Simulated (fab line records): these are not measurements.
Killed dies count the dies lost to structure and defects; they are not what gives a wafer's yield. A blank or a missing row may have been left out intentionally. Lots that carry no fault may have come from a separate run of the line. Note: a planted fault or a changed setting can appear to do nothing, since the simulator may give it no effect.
fab line records | flow gf180mcu
record: lots: 15 | wafers: 45 | last_day: 34
route steps=602 shown CONTACT@298
lots untouched by any fault: they come from a run of this same line in which no faults occurred
start_h: hours from the record's first day to the start of the lot's first wafer shown | wait_h: hours elapsed since this lot's preceding step | " unchanged from the row above | L1.1+2: one row covering several wafers at once | - no value present, or no start provided | * or withheld: withheld | < > ~ a bound
route shown NAME@n: a module of which the file shows steps, and the number in the route of the first | usual: average and standard deviation across the fault-free wafers | same: alike in all rows | chamber/n: place in a boat | sites: the reading at each site | _std_site: their standard deviation | _edge_site: the outer-site mean with the inner-site mean subtracted | radius_mm: for every site, how far away it sits from the centre of the wafer | mask NAME#n: copy n | behind: the last tool/chamber to shape the wafer | hold: cause of the lot's hold/its duration in hours/its outcome | device: the transistor (n, p or np) that didn't switch | end of line: tests run on the same wafers once the route is complete | for a step that has no rows: nothing shown but its recipe | killed: at the first sort, the dies lost to defects and structure; wafer yield is something else | map: dies across one wafer; x = killed, . = not, _ = none there
set.NAME: the setting that was run; set.NAME@STEP: the one run at that earlier step | model.NAME: the simulator's own value behind a step, which no gauge read
route steps across a sampled set of lots; one table per step, one row per wafer
services: the hour from which a tool's chamber was out of use, counted from the record's first day as start_h (under 0 if before that day), plus the number of hours and why
== steps ==
step: GF_CONTACT_EXPOSE_11
recipe: mask_id: Contact | target_cd_nm: 220 | na: 0.68 | source_shape: conventional | sigma_outer: 0.6 | dose_mj: 38
lot.wafer  | tool           | chamber | start_h | wait_h | mask
L905.3+4+5 | krf_scanner-02 | 0       | 360.40  | -      | Contact#0
L906.1+2+3 | krf_scanner-01 | 0       | 369.26  | -      | Contact#0
L908.3+4+6 | krf_scanner-02 | 0       | 379.10  | -      | Contact#0
L907.1+2+6 | krf_scanner-01 | 0       | 380.86  | -      | Contact#0
L909.1+2+4 | krf_scanner-02 | 0       | 392.36  | -      | Contact#0
L910.3+4+6 | krf_scanner-02 | 0       | 403.97  | -      | Contact#0
L911.1+2+3 | krf_scanner-01 | 0       | 408.01  | -      | Contact#0
L912.3+4+6 | krf_scanner-01 | 0       | 409.17  | -      | Contact#0
L914.1+3+6 | krf_scanner-02 | 0       | 429.24  | -      | Contact#0
L915.2+3+6 | krf_scanner-01 | 0       | 439.46  | -      | Contact#0
L916.2+3+5 | krf_scanner-01 | 0       | 452.34  | -      | Contact#0
L920.1+2+5 | krf_scanner-02 | 0       | 481.96  | -      | Contact#0
L921.2+5+6 | krf_scanner-02 | 0       | 488.95  | -      | Contact#0
L923.1+4+6 | krf_scanner-02 | 0       | 501.76  | -      | Contact#0
L927.1+4+6 | krf_scanner-01 | 0       | 534.46  | -      | Contact#0
step: GF_CONTACT_OVL_MEAS_15
usual: CONTACT_OVL: -2/5.1
lot.wafer | tool       | chamber | start_h | wait_h | hold                     | CONTACT_OVL[nm]
L905.3    | overlay-02 | -       | 371.32  | 0.1    | -                        | -2
L905.4    | "          | -       | "       | "      | -                        | 1
L905.5    | "          | -       | "       | "      | -                        | 2
L906.1    | overlay-01 | -       | 380.10  | 0.1    | -                        | 1
L906.2    | "          | -       | "       | "      | -                        | -11
L906.3    | "          | -       | "       | "      | -                        | 0
L908.3    | overlay-01 | -       | 391.10  | 0.1    | -                        | -2
L908.4    | "          | -       | "       | "      | -                        | -5
L908.6    | "          | -       | "       | "      | -                        | 6
L907.1    | overlay-02 | -       | 392.64  | 0.1    | -                        | -8
L907.2    | "          | -       | "       | "      | -                        | -7
L907.6    | "          | -       | "       | "      | -                        | -6
L909.1    | overlay-02 | -       | 403.40  | 0.1    | -                        | 0
L909.2    | "          | -       | "       | "      | -                        | 7
L909.4    | "          | -       | "       | "      | -                        | 0
L910.3    | overlay-01 | -       | 415.12  | 0.1    | -                        | 0
L910.4    | "          | -       | "       | "      | -                        | 1
L910.6    | "          | -       | "       | "      | -                        | 1
L911.1    | overlay-01 | -       | 420.10  | 0.1    | -                        | -4
L911.2    | "          | -       | "       | "      | -                        | -1
L911.3    | "          | -       | "       | "      | -                        | -1
L912.3    | overlay-01 | -       | 420.76  | 0.1    | -                        | -10
L912.4    | "          | -       | "       | "      | -                        | -9
L912.6    | "          | -       | "       | "      | -                        | -9
L914.1    | overlay-02 | -       | 440.85  | 0.1    | -                        | -4
L914.3    | "          | -       | "       | "      | -                        | 1
L914.6    | "          | -       | "       | "      | -                        | 0
L915.2    | overlay-01 | -       | 451.26  | 0.1    | -                        | -10
L915.3    | "          | -       | "       | "      | -                        | -3
L915.6    | "          | -       | "       | "      | -                        | -11
L916.2    | overlay-02 | -       | 464.31  | 0.1    | -                        | -5
L916.3    | "          | -       | "       | "      | -                        | -3
L916.5    | "          | -       | "       | "      | -                        | -7
L920.1    | overlay-02 | -       | 493.79  | 0.1    | await_dispo/0.2h/release | 46
L920.2    | "          | -       | "       | "      | await_dispo/0.2h/release | 31
L920.5    | "          | -       | "       | "      | await_dispo/0.2h/release | 41
L920.1    | overlay-02 | -       | 494.04  | 0.2    | -                        | 51
L920.2    | "          | -       | "       | "      | -                        | 32
L920.5    | "          | -       | "       | "      | -                        | 47
L921.2    | overlay-02 | -       | 500.59  | 0.1    | await_dispo/0.2h/release | 43
L921.5    | "          | -       | "       | "      | await_dispo/0.2h/release | 35
L921.6    | "          | -       | "       | "      | await_dispo/0.2h/release | 36
L921.2    | overlay-02 | -       | 500.80  | 0.2    | -                        | 48
L921.5    | "          | -       | "       | "      | -                        | 36
L921.6    | "          | -       | "       | "      | -                        | 43
L923.1    | overlay-01 | -       | 513.35  | 0.1    | await_dispo/0.2h/release | 35
L923.4    | "          | -       | "       | "      | await_dispo/0.2h/release | 36
L923.6    | "          | -       | "       | "      | await_dispo/0.2h/release | 37
L923.1    | overlay-01 | -       | 513.62  | 0.3    | -                        | 37
L923.4    | "          | -       | "       | "      | -                        | 42
L923.6    | "          | -       | "       | "      | -                        | 42
L927.1    | overlay-02 | -       | 545.80  | 0.1    | -                        | -8
L927.4    | "          | -       | "       | "      | -                        | -12
L927.6    | "          | -       | "       | "      | -                        | -7
== services ==
tool           | chamber | start_h | hours | kind
krf_scanner-02 | -       | 363.11  | 1.2   | repair
krf_scanner-02 | 0       | 366.25  | -     | calibration
krf_scanner-01 | -       | 394.62  | 1.0   | pm
krf_scanner-02 | -       | 411.90  | 1.0   | pm
krf_scanner-02 | -       | 413.00  | 0.8   | pm
krf_scanner-02 | -       | 418.35  | 1.3   | pm
krf_scanner-01 | -       | 418.95  | 3.0   | repair
krf_scanner-02 | -       | 430.72  | 4.0   | pm
krf_scanner-01 | -       | 439.64  | 1.3   | pm
krf_scanner-01 | -       | 441.35  | 3.6   | pm
krf_scanner-01 | -       | 474.02  | 0.8   | pm
krf_scanner-01 | 0       | 481.77  | -     | calibration
krf_scanner-01 | -       | 482.70  | 4.0   | pm
krf_scanner-02 | -       | 484.41  | 0.2   | repair
krf_scanner-01 | -       | 486.73  | 4.4   | pm
== key ==
first_sign: step: GF_CONTACT_OVL_MEAS_15 | reading: visit | direction: added
effect: step: GF_CONTACT_OVL_MEAS_15 | reading: CONTACT_OVL | direction: up | sigmas: 7.8 | usual: -2 | struck: 38
met_at GF_CONTACT_EXPOSE_11
struck_lots L920,L921,L923
tester_left_out L920,L921,L923
onset_between 429.24 481.96
fault: kind: scanner_matching_overlay | tool: krf_scanner-02 | chamber: - | onset_h: 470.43 | steps: GF_CONTACT_EXPOSE_11 | offset: 37.942
tester_left_out: of these lots the tester's yield and bins aren't shown, on N5 and GAA mostly nor the transistor test; their killed dies are dies lost to structure and defects alone, not to doping, threshold or leakage, so they don't give the yield
